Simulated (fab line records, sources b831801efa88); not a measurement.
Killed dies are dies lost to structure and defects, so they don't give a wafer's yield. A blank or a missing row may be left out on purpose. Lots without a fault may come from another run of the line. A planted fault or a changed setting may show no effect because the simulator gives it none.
fab line records | flow sky130
record lots=6 wafers=18 last_day=50
route steps=708 shown LDD_P@263 LDD_HVN@267 LDD_HVP@278 PAD_OPEN@708
lots that met no fault: from a run of the same line without faults
start_h: hours from the record's first day to the start of the lot's first wafer shown | wait_h: hours since the lot's step before | " the same as in the row above | L1.1+2: a row that stands for several wafers | - no value, or no start given | * or withheld: withheld | < > ~ a bound
route shown NAME@n: a module of which the file shows steps, and the number in the route of the first | usual: mean/standard deviation of fault-free wafers | same: alike in all rows | chamber/n: place in a boat | sites: the reading at each site | _std_site: their standard deviation | _edge_site: outer sites' mean less inner sites' | radius_mm: how far each site lies from the wafer's centre | mask NAME#n: copy n | behind: the tool/chamber that last shaped the wafer | hold: why the lot was held/for how many hours/how that ended | device: the transistor (n, p or np) that didn't switch | end of line: the same wafers' tests at the end of the route | a step without rows: its recipe alone | killed: dies lost to structure and defects at the first sort, not the wafer's yield | map: a wafer's dies, x killed, . not, _ none there
set.NAME: the setting as run; set.NAME@STEP: as run at that earlier step | model.NAME: the simulator's own value behind a step, which no gauge read
lots at some steps of the route; a table a step, a row a wafer
services: from which hour (start_h, from the record's first day; less than 0 if before it) a tool's chamber was out of use, for how many hours, and why
## steps
# step SKY_LDD_P_OVL_MEAS_08
# usual LDD_P_OVL=-0.3/1.3
# columns lot.wafer tool chamber start_h wait_h LDD_P_OVL[nm]
L814.1 overlay-02 - 469.15 0.1 -0.3
L814.2 " - " " -0.8
L814.4 " - " " 0.2
L819.2 overlay-02 - 510.01 0.1 1.6
L819.3 " - " " -0.3
L819.5 " - " " -0.3
L822.1 overlay-01 - 537.95 0.1 -0.4
L822.2 " - " " 0.3
L822.5 " - " " -2.7
L823.1 overlay-02 - 551.25 0.1 0.5
L823.4 " - " " 0.4
L823.6 " - " " 0.2
L829.1 overlay-01 - 596.39 0.1 -0.8
L829.4 " - " " -0.7
L829.6 " - " " -1.6
L831.3 overlay-02 - 616.86 0.1 -0.9
L831.4 " - " " -0.6
L831.5 " - " " -2.5
# step SKY_LDD_P_IMPLANT_09
# recipe species=BF2 energy_kev=25 dose_cm2=1e+13 tilt_deg=withheld
# step SKY_LDD_P_STRIP_10
# recipe chemistry=O2/N2 power_w=1400 pressure_mtorr=1500 platen_temp_c=withheld o2_flow_sccm=3000 n2_flow_sccm=300 overash_fraction=0.5
# usual drypump_motor_current_A=5.6/0.82 n2_flow_sccm=299.9/0.87 oes_product_au=0.715/0.0046 strip_time_to_endpoint_s=14.19/0.039
# columns lot.wafer tool chamber start_h wait_h drypump_motor_current_A n2_flow_sccm oes_product_au rf_hours_counter_h strip_time_to_endpoint_s
L814.1 plasma_asher-02 0 469.34 0.1 4.8 298.2 0.715 67 14.18
L814.2 " 1 " " 5.1 301.7 0.704 67 14.18
L814.4 " 1 " " 5.1 301.4 0.713 - 14.18
L819.2 plasma_asher-03 1 510.19 0.1 6.7 298.6 0.713 82 14.17
L819.3 " 1 " " 6.7 299.9 0.718 - 14.24
L819.5 " 1 " " 6.7 299.4 0.715 - 14.17
L822.1 plasma_asher-02 0 538.14 0.1 4.8 300.1 0.715 74 14.24
L822.2 " 1 " " 5.1 299.8 0.713 74 14.22
L822.5 " 1 " " 5.1 300.7 0.718 - 14.25
L823.1 plasma_asher-02 1 551.44 0.1 5.1 299.9 0.712 75 14.22
L823.4 " 0 " " 4.8 300.6 0.724 - 14.27
L823.6 " 0 " " 4.8 299.7 0.711 - 14.24
L829.1 plasma_asher-02 0 596.58 0.1 4.8 299.6 0.709 80 14.15
L829.4 " 0 " " 4.8 299.6 0.717 - 14.14
L829.6 " 1 " " 5.0 299.6 0.711 - 14.13
L831.3 plasma_asher-04 0 617.06 0.1 6.4 299.4 0.718 - 14.21
L831.4 " 1 " " 4.7 302.0 0.715 - 14.22
L831.5 " 0 " " 6.4 298.0 0.718 - 14.13
# step SKY_LDD_P_TW_MEAS_11
# usual LDD_P_TW=633/3.6
# columns lot.wafer tool chamber start_h wait_h LDD_P_TW
L814.1 film_metro-04 - 469.44 0.1 635
L814.2 " - " " 632
L814.4 " - " " 637
L819.2 film_metro-04 - 510.30 0.1 636
L819.3 " - " " 634
L819.5 " - " " 636
L822.1 film_metro-02 - 538.24 0.1 634
L822.2 " - " " 636
L822.5 " - " " 632
L823.1 film_metro-04 - 551.54 0.1 641
L823.4 " - " " 637
L823.6 " - " " 637
L829.1 film_metro-04 - 596.68 0.1 633
L829.4 " - " " 630
L829.6 " - " " 633
L831.3 film_metro-03 - 617.15 0.1 637
L831.4 " - " " 632
L831.5 " - " " 632
# step SKY_LDD_HVN_DEHYDRATE_00
# recipe temp_c=200 time_s=60
# step SKY_LDD_HVN_HMDS_01
# recipe prime_time_s=60 prime_temp_c=120
# step SKY_LDD_HVN_COAT_02
# recipe resist=NOVOLAK spin_rpm=3000 resist_thk_nm=300
# step SKY_LDD_HVN_SOFTBAKE_03
# recipe temp_c=90 time_s=60 resist=NOVOLAK
# step SKY_LDD_HVN_EXPOSE_04
# recipe mask_id=HVNTM na=0.6 source_shape=conventional sigma_outer=0.6 polarization=unpolarized target_cd_nm=700 dose_mj=127
# step SKY_LDD_HVN_PEB_05
# recipe temp_c=withheld time_s=* resist=NOVOLAK
# step SKY_LDD_HVN_DEVELOP_06
# recipe resist=NOVOLAK developer=TMAH develop_time_s=60 dev_temp_c=23
# step SKY_LDD_HVN_OVL_MEAS_07
# usual LDD_HVN_OVL=0.0/1.3
# columns lot.wafer tool chamber start_h wait_h LDD_HVN_OVL[nm]
L814.1 overlay-01 - 499.79 0.1 1.0
L814.2 " - " " 0.6
L814.4 " - " " 0.0
L819.2 overlay-02 - 540.44 0.1 -1.9
L819.3 " - " " -1.7
L819.5 " - " " -0.7
L822.1 overlay-02 - 568.11 0.1 2.5
L822.2 " - " " -0.5
L822.5 " - " " -0.3
L823.1 overlay-01 - 581.84 0.1 0.2
L823.4 " - " " -1.1
L823.6 " - " " -0.4
L829.1 overlay-01 - 626.58 0.1 -1.4
L829.4 " - " " 0.1
L829.6 " - " " 0.2
L831.3 overlay-02 - 647.42 0.1 -0.1
L831.4 " - " " 1.3
L831.5 " - " " 0.1
# step SKY_LDD_HVN_IMPLANT_08
# recipe species=P energy_kev=60 dose_cm2=3e+13 tilt_deg=40
# usual beam_energy_keV=60.004/0.02
# columns lot.wafer tool chamber start_h wait_h beam_energy_keV model.implant.rp_nm model.implant.drp_nm
L814.1 implanter-01 0 499.83 0.0 59.979 55.99 28.15
L814.2 " 0 " " 60.000 55.99 28.15
L814.4 " 0 " " 59.983 55.99 28.15
L819.2 implanter-02 0 540.49 0.0 59.978 54.64 28.15
L819.3 " 0 " " 59.964 54.64 28.15
L819.5 " 0 " " 59.970 54.64 28.15
L822.1 implanter-02 0 568.15 0.0 59.994 55.06 28.15
L822.2 " 0 " " 60.033 55.06 28.15
L822.5 " 0 " " 60.006 55.06 28.15
L823.1 implanter-04 0 581.88 0.0 60.000 55.79 28.15
L823.4 " 0 " " 60.003 55.79 28.15
L823.6 " 0 " " 60.016 55.79 28.15
L829.1 implanter-02 0 626.62 0.0 86.377 82.65 38.46
L829.4 " 0 " " 86.364 82.65 38.46
L829.6 " 0 " " 86.382 82.65 38.46
L831.3 implanter-02 0 647.50 0.1 86.417 80.58 38.46
L831.4 " 0 " " 86.389 80.58 38.46
L831.5 " 0 " " 86.387 80.58 38.46
# step SKY_LDD_HVN_STRIP_09
# recipe chemistry=O2/N2 power_w=1400 pressure_mtorr=1500 platen_temp_c=withheld o2_flow_sccm=3000 n2_flow_sccm=300 overash_fraction=0.5
# usual drypump_motor_current_A=6.1/0.64 n2_flow_sccm=300.0/0.84 oes_product_au=0.408/0.0049 strip_time_to_endpoint_s=4.140/0.013
# columns lot.wafer tool chamber start_h wait_h drypump_motor_current_A n2_flow_sccm oes_product_au rf_hours_counter_h strip_time_to_endpoint_s
L814.1 plasma_asher-01 0 499.98 0.1 5.9 300.2 0.408 7 4.136
L814.2 " 1 " " 6.6 301.1 0.410 7 4.175
L814.4 " 1 " " 6.6 301.7 0.412 - 4.148
L819.2 plasma_asher-01 1 540.62 0.1 6.7 300.9 0.403 12 4.132
L819.3 " 0 " " 5.9 300.1 0.407 - 4.149
L819.5 " 1 " " 6.6 300.8 0.413 - 4.131
L822.1 plasma_asher-03 1 568.30 0.1 6.7 298.8 0.406 87 4.141
L822.2 " 0 " " 6.5 302.3 0.401 87 4.133
L822.5 " 1 " " 6.7 300.0 0.405 - 4.137
L823.1 plasma_asher-01 0 582.03 0.1 5.9 299.6 0.403 16 4.141
L823.4 " 1 " " 6.6 300.2 0.406 - 4.157
L823.6 " 1 " " 6.7 299.1 0.404 - 4.149
L829.1 plasma_asher-01 0 626.77 0.1 5.9 299.8 0.408 21 4.123
L829.4 " 1 " " 6.6 298.7 0.404 - 4.121
L829.6 " 1 " " 6.6 299.5 0.416 - 4.128
L831.3 plasma_asher-01 1 647.63 0.1 6.6 299.3 0.412 - 4.123
L831.4 " 0 " " 5.9 300.8 0.412 - 4.143
L831.5 " 0 " " 5.9 300.1 0.409 - 4.142
# step SKY_LDD_HVN_TW_MEAS_10
# usual LDD_HVN_TW=1439/13
# columns lot.wafer tool chamber start_h wait_h LDD_HVN_TW
L814.1 film_metro-01 - 500.08 0.1 1441
L814.2 " - " " 1452
L814.4 " - " " 1451
L819.2 film_metro-04 - 540.73 0.1 1439
L819.3 " - " " 1454
L819.5 " - " " 1432
L822.1 film_metro-04 - 568.40 0.1 1434
L822.2 " - " " 1436
L822.5 " - " " 1441
L823.1 film_metro-04 - 582.13 0.1 1431
L823.4 " - " " 1434
L823.6 " - " " 1425
L829.1 film_metro-03 - 626.87 0.1 1550
L829.4 " - " " 1553
L829.6 " - " " 1555
L831.3 film_metro-04 - 647.72 0.1 1573
L831.4 " - " " 1578
L831.5 " - " " 1575
# step SKY_LDD_HVP_DEHYDRATE_00
# recipe temp_c=200 time_s=60
# step SKY_PAD_OPEN_PROBE_99
# usual killed_at_M0_to_M3=42/7 killed_at_M4_up=2.8/1.8 killed_at_contacts=24/5.8 killed_at_front_end=15/4.8 killed_at_other=0.3/0.56 killed_dies=84/11 killed_open=46/7.8 killed_short=38/6.3
# same gross_dies=492 killed_at_back_side=0
# columns lot.wafer tool chamber start_h wait_h killed_at_M0_to_M3 killed_at_M4_up killed_at_contacts killed_at_front_end killed_at_other killed_dies killed_open killed_short model.etest.tip_n_5v.rs_ohm_sq model.etest.nfet_g5v0d10v5.r_on_ohm_um model.etest.nfet_g5v0d10v5.drive_ua_um model.etest.nfet_05v0_nvt.drive_ua_um model.etest.ring_5v.delay_ps model.etest.nfet_05v0_nvt.off_log10_a_um model.etest.nfet_g5v0d10v5.vt_sat_v model.etest.nfet_g5v0d10v5.vt_v
L814.1 prober-01 - 1103.30 0.1 38 4 15 20 1 78 37 40 1387 1893 603.9 574.6 45.32 -11.1 0.7613 0.8156
L814.2 prober-01 - 1103.35 0.1 41 3 20 17 0 81 49 32 1397 1844 622.1 586.5 43.98 -11 0.7514 0.8081
L814.4 prober-01 - 1103.45 0.2 43 3 25 9 1 81 51 29 1392 1908 610.8 573.6 44.81 -10.91 0.7481 0.8042
L819.2 prober-02 - 1129.74 0.1 47 7 18 7 0 79 38 41 1401 1841 617.1 586.5 43.7 -11.15 0.7595 0.8156
L819.3 prober-02 - 1129.79 0.2 40 2 26 22 0 90 49 41 1392 1862 616.5 586.9 44.64 -11.19 0.7617 0.8164
L819.5 prober-02 - 1129.89 0.2 43 2 29 8 1 83 45 38 1405 1856 621.8 581.1 43.66 -11.14 0.7578 0.8152
L822.1 prober-01 - 1148.56 0.1 39 2 18 16 0 75 42 33 1384 1886 594.4 568 44.26 -11.02 0.7748 0.8369
L822.2 prober-01 - 1148.61 0.1 50 5 28 15 0 98 59 39 1401 1894 592.4 563 44.26 -10.9 0.771 0.8349
L822.5 prober-01 - 1148.76 0.2 38 3 40 20 1 102 53 48 1385 1912 585.9 559.5 45.11 -10.92 0.78 0.8404
L823.1 prober-02 - 1151.26 0.1 37 1 15 20 1 74 36 36 1374 1854 607.7 576 43.75 -10.9 0.769 0.8283
L823.4 prober-02 - 1151.41 0.2 34 2 18 16 0 70 34 35 1377 1892 601.4 581.8 44.89 -10.98 0.754 0.8132
L823.6 prober-02 - 1151.51 0.2 42 6 32 17 1 98 51 47 1378 1878 606.1 574.5 44.11 -10.77 0.7582 0.8192
L829.1 prober-02 - 1182.35 0.1 33 1 24 16 1 75 50 25 1195 1818 630.9 585.9 44.27 -10.55 0.6692 0.7642
L829.4 prober-02 - 1182.50 0.2 44 0 22 18 0 84 49 35 1198 1792 636.1 586.7 43.44 -10.83 0.6931 0.7873
L829.6 prober-02 - 1182.60 0.2 40 4 24 24 1 93 44 49 1194 1797 644 592 43.24 -10.65 0.6698 0.7613
L831.3 prober-02 - 1192.26 0.2 54 0 9 12 0 75 36 39 1215 1819 625 582.2 44.15 -10.94 0.7049 0.793
L831.4 prober-02 - 1192.31 0.2 54 4 35 21 1 115 52 62 1220 1838 627.8 585.4 45.03 -10.9 0.7125 0.7946
L831.5 prober-02 - 1192.36 0.2 50 0 33 8 0 91 50 40 1218 1806 626.8 579.9 43.74 -10.97 0.6975 0.7887
# killed by level:class
L814.1 VIA1:geometric_particle:short=10 VIA2:geometric_particle:open=7 FIELD_ISO:geometric_particle:short=6 FIELD_ISO:geometric_particle:open=6 VIA1:geometric_particle:open=6 POLY_GATE:geometric_particle:open=5 LOCAL_INTERCONNECT:geometric_particle:short=5 CONTACT:geometric_particle:open=4
L814.2 VIA3:geometric_particle:open=10 VIA1:geometric_particle:open=9 POLY_GATE:geometric_particle:open=7 LI_CONTACT:geometric_particle:open=6 VIA2:geometric_particle:open=5 LOCAL_INTERCONNECT:geometric_particle:short=5 CONTACT:geometric_particle:open=5 METAL1:geometric_particle:short=4
L814.4 VIA2:geometric_particle:open=9 CONTACT:geometric_particle:open=8 VIA1:geometric_particle:open=8 METAL2:geometric_particle:short=8 CONTACT:geometric_particle:short=6 LI_CONTACT:geometric_particle:open=6 METAL1:geometric_particle:open=5 LOCAL_INTERCONNECT:geometric_particle:short=3
L819.2 VIA1:geometric_particle:open=14 METAL2:geometric_particle:short=9 CONTACT:geometric_particle:short=5 METAL4:geometric_particle:short=5 LI_CONTACT:geometric_particle:short=4 LI_CONTACT:geometric_particle:open=4 METAL1:geometric_particle:short=4 VIA2:geometric_particle:open=4
L819.3 LI_CONTACT:geometric_particle:open=15 VIA1:geometric_particle:open=8 METAL2:geometric_particle:short=7 POLY_GATE:geometric_particle:open=7 VIA1:geometric_particle:short=5 VIA3:geometric_particle:open=5 FIELD_ISO:geometric_particle:short=4 POLY_GATE:geometric_particle:short=4
L819.5 VIA1:geometric_particle:open=10 CONTACT:geometric_particle:open=8 METAL2:geometric_particle:short=7 VIA3:geometric_particle:open=7 LI_CONTACT:geometric_particle:open=5 LI_CONTACT:geometric_particle:short=5 LOCAL_INTERCONNECT:geometric_particle:short=5 CONTACT:geometric_particle:short=5
L822.1 VIA2:geometric_particle:open=11 VIA3:geometric_particle:open=7 VIA1:geometric_particle:open=7 LI_CONTACT:geometric_particle:open=6 CONTACT:geometric_particle:short=6 FIELD_ISO:geometric_particle:short=5 CONTACT:geometric_particle:open=5 POLY_GATE:geometric_particle:short=4
L822.2 VIA1:geometric_particle:open=11 CONTACT:geometric_particle:open=10 VIA2:geometric_particle:open=9 METAL1:geometric_particle:short=8 VIA3:geometric_particle:open=8 CONTACT:geometric_particle:short=7 LI_CONTACT:geometric_particle:open=6 POLY_GATE:geometric_particle:open=5
L822.5 CONTACT:geometric_particle:open=18 VIA3:geometric_particle:open=8 VIA1:geometric_particle:open=7 CONTACT:geometric_particle:short=7 POLY_GATE:geometric_particle:short=6 LI_CONTACT:geometric_particle:open=6 FIELD_ISO:geometric_particle:short=5 FIELD_ISO:geometric_particle:open=4
L823.1 VIA1:geometric_particle:open=10 LI_CONTACT:geometric_particle:short=6 POLY_GATE:geometric_particle:short=5 VIA3:geometric_particle:open=5 VIA2:geometric_particle:open=5 FIELD_ISO:geometric_particle:short=4 POLY_GATE:geometric_particle:open=4 VIA1:geometric_particle:short=4
L823.4 VIA1:geometric_particle:open=9 FIELD_ISO:geometric_particle:short=7 LI_CONTACT:geometric_particle:open=6 VIA1:geometric_particle:short=6 METAL2:geometric_particle:short=5 CONTACT:geometric_particle:open=4 CONTACT:geometric_particle:short=4 VIA3:geometric_particle:short=4
L823.6 VIA1:geometric_particle:open=17 CONTACT:geometric_particle:open=10 LI_CONTACT:geometric_particle:open=7 CONTACT:geometric_particle:short=7 METAL2:geometric_particle:short=7 POLY_GATE:geometric_particle:short=5 LOCAL_INTERCONNECT:geometric_particle:short=5 FIELD_ISO:geometric_particle:short=4
L829.1 CONTACT:geometric_particle:open=10 VIA1:geometric_particle:open=8 LI_CONTACT:geometric_particle:open=7 FIELD_ISO:geometric_particle:open=5 METAL2:geometric_particle:short=5 VIA2:geometric_particle:open=5 POLY_GATE:geometric_particle:short=4 LI_CONTACT:geometric_particle:short=3
L829.4 VIA1:geometric_particle:open=11 VIA3:geometric_particle:open=10 LI_CONTACT:geometric_particle:open=8 CONTACT:geometric_particle:open=6 METAL2:geometric_particle:short=5 FIELD_ISO:geometric_particle:open=4 VIA1:geometric_particle:short=4 POLY_GATE:geometric_particle:open=4
L829.6 CONTACT:geometric_particle:open=9 CONTACT:geometric_particle:short=7 VIA2:geometric_particle:open=7 VIA3:geometric_particle:short=7 FIELD_ISO:geometric_particle:short=6 FIELD_ISO:geometric_particle:open=6 LI_CONTACT:geometric_particle:open=5 VIA1:geometric_particle:short=5
L831.3 VIA2:geometric_particle:open=9 VIA1:geometric_particle:open=9 METAL2:geometric_particle:short=9 METAL1:geometric_particle:short=7 VIA3:geometric_particle:open=5 FIELD_ISO:geometric_particle:short=4 POLY_GATE:geometric_particle:short=4 CONTACT:geometric_particle:open=4
L831.4 CONTACT:geometric_particle:open=12 METAL1:geometric_particle:short=12 METAL2:geometric_particle:short=10 LI_CONTACT:geometric_particle:open=8 VIA1:geometric_particle:open=7 VIA3:geometric_particle:open=6 FIELD_ISO:geometric_particle:short=5 POLY_GATE:geometric_particle:short=5
L831.5 CONTACT:geometric_particle:open=13 VIA1:geometric_particle:open=12 METAL2:geometric_particle:short=12 LI_CONTACT:geometric_particle:open=8 VIA2:geometric_particle:open=6 VIA3:geometric_particle:short=5 LI_CONTACT:geometric_particle:short=5 CONTACT:geometric_particle:short=4
## services
# columns tool chamber start_h hours kind
plasma_asher-04 - 479.68 7.1 repair
implanter-01 - 512.56 4.1 pm
plasma_asher-02 - 517.88 1.7 repair
implanter-04 - 526.79 5.7 repair
implanter-04 - 555.70 3.1 pm
implanter-02 - 557.66 1.1 repair
plasma_asher-04 - 565.34 2.8 pm
implanter-02 - 586.81 0.7 repair
implanter-02 - 587.04 0.7 repair
implanter-02 - 626.93 3.9 pm
implanter-02 - 639.39 2.4 repair
## key
first_sign step=SKY_LDD_HVN_IMPLANT_08 reading=beam_energy_keV direction=up sigmas=99+ usual=* struck=*
effect step=SKY_LDD_HVN_TW_MEAS_10 reading=LDD_HVN_TW direction=up sigmas=9.9 usual=1439 struck=1564
model_effect step=SKY_LDD_HVN_IMPLANT_08 value=implant.rp_nm without=56.07 struck=81.62
model_effect step=SKY_PAD_OPEN_PROBE_99 value=etest.tip_n_5v.rs_ohm_sq without=1393 struck=1207
met_at SKY_LDD_HVN_IMPLANT_08
struck_wafers L829.1,L829.4,L829.6,L831.3,L831.4,L831.5
tester_left_out L829,L831
onset_between 568.15 626.62
fault kind=process_parameter_drift tool=implanter-02 chamber=- onset_h=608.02 steps=SKY_LDD_HVN_IMPLANT_08 channel=energy_kev offset=* shape=step end_h=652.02 acts_in=* stated=*
# tester_left_out: of these lots the tester's yield and bins aren't shown, on N5 and GAA mostly nor the transistor test; their killed dies are dies lost to structure and defects alone, not to doping, threshold or leakage, so they don't give the yield
